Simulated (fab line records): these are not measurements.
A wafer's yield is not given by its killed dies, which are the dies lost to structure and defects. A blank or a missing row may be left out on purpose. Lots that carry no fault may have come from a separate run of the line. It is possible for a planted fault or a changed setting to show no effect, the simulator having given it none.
A struck lot beside a sound one | flow sky130 | 15 out of 708 route steps
Sound: these wafers, L438.1, L438.3, L438.4. Wafers L434.3, L434.5, L434.6 were the ones struck. Last of all comes the cause.
At each step with rows: each side's tool, then ch and its chambers, then its first start. Under that, the readings that differ: sound wafers | struck wafers | difference of the means | sigmas: that difference in standard deviations of wafers without a fault.
alike: same words and numbers on both sides, and readings whose means sit less than 2 such deviations apart. not compared: any withheld reading, any reading some wafer has no value for, any bound like >300 that may hide the same value, and any number with overlapping values for which the record gives no deviation.
The two part at a step that has a row with sigmas, a row that says differs or no value, or rows on one side only. Numbers that don't overlap but have no deviation are shown without sigmas and don't part them. A reading that every wafer of one side lacks parts them only if that side has two wafers or more.

SKY_LDD_HVP_TW_MEAS_10:
  sound: film_metro-03 at day 27 08:35; struck: film_metro-02 at day 26 02:29
  reading    | sound       | struck      | difference | sigmas
  LDD_HVP_TW | 463 463 463 | 448 444 445 | -17        | -2
then, 7 steps without rows for these wafers: SKY_LDD_LDN_DEHYDRATE_00 (time 60 s); SKY_LDD_LDN_HMDS_01 (prime time 60 s); SKY_LDD_LDN_COAT_02 (resist thk 1140 nm); SKY_LDD_LDN_SOFTBAKE_03 (time 60 s); SKY_LDD_LDN_EXPOSE_04 (exposes mask LDNTM, target cd 700 nm); SKY_LDD_LDN_PEB_05; SKY_LDD_LDN_DEVELOP_06 (develop time 60 s).
SKY_LDD_LDN_OVL_MEAS_07:
  sound: overlay-02 at day 28 13:26; struck: overlay-02 at day 27 07:11
  alike: LDD_LDN_OVL
then, 3 steps without rows for these wafers: SKY_LDD_LDN_IMPLANT_08; SKY_LDD_LDN_IMPLANT_09; SKY_LDD_LDN_IMPLANT_10.
SKY_LDD_LDN_IMPLANT_11:
  sound on implanter-01 ch 0, day 28 13:56; struck on implanter-01, day 27 07:43
  no value came back on the struck wafers for beam_energy_keV, beam_on_s (s); on the sound wafers beam_energy_keV reads 15.008 14.997 15.002
SKY_LDD_LDN_STRIP_12: strips in O2/N2.
  sound on plasma_asher-01 ch 0,1, day 28 14:05; struck on plasma_asher-01 ch 0,1, day 27 07:50
  reading                      | sound             | struck            | difference | sigmas
  strip_time_to_endpoint_s (s) | 14.25 14.24 14.25 | 14.14 14.14 14.12 | -0.11      | -3
  alike: chamber_pressure_mTorr, drypump_motor_current_A, oes_product_au
  not compared: rf_hours_counter_h
SKY_LDD_LDN_TW_MEAS_13:
  sound: film_metro-01 at day 28 14:11; struck: film_metro-04 at day 27 08:10
  reading    | sound          | struck         | difference | sigmas
  LDD_LDN_TW | 1464 1470 1477 | 1352 1357 1351 | -117       | -7
  not compared: hold

== WHERE THEY PART ==
Earliest at SKY_LDD_HVP_TW_MEAS_10; latest, in this record, at SKY_LDD_LDN_TW_MEAS_13.

WHY: whatever the simulator had introduced
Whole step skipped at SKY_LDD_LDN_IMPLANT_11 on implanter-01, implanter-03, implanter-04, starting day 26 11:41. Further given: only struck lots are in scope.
